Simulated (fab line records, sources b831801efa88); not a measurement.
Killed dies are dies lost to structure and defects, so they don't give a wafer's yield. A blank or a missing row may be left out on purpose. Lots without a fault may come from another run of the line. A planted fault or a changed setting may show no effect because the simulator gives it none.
Which tool did it? | flow sky130 | 8 lots, 24 wafers sampled, at 1 step of a route of 708

WHAT THE GAUGES READ, wafer by wafer
SKY_POLY_GATE_OVL_MEAS_14.
lot  | measured     | on         | POLY_GATE_OVL (nm)
L929 | day 17 08:08 | overlay-02 | 9 2 10
L930 | day 17 13:26 | overlay-01 | 6 -4 -3
L931 | day 17 22:35 | overlay-01 | 3 2 -2
L932 | day 18 13:08 | overlay-02 | 3 -3 2
L934 | day 18 21:35 | overlay-02 | 4 7 8
L935 | day 19 06:29 | overlay-01 | 9 4 0
L936 | day 20 02:57 | overlay-02 | -7 0 -7
L937 | day 20 04:29 | overlay-01 | 1 4 1

WHICH TOOL RAN EACH LOT (tool, then ch and the chambers of the sampled wafers, then the start)
The record holds no process step before these readings.

THE ANSWER, worked out from the rows above alone
Rule: what is usual is taken from the lots themselves. Put in order of their means at a reading, lots are off if they are a third of the lots or fewer, leave a main group of 4 or more, and stand apart from it by a gap of 3 or more times the standard deviation of the main group's means; of several such gaps the widest counts. A main group whose means are all the same, to the digits that the tables above print for the reading, isn't used. A lot without any number at a reading at which 4 lots or more have one is off too. The other lots that the step has rows for count as sound.
No lot is off at any reading shown: from this, nothing can be told.

WHAT THE SIMULATOR HAD PUT IN
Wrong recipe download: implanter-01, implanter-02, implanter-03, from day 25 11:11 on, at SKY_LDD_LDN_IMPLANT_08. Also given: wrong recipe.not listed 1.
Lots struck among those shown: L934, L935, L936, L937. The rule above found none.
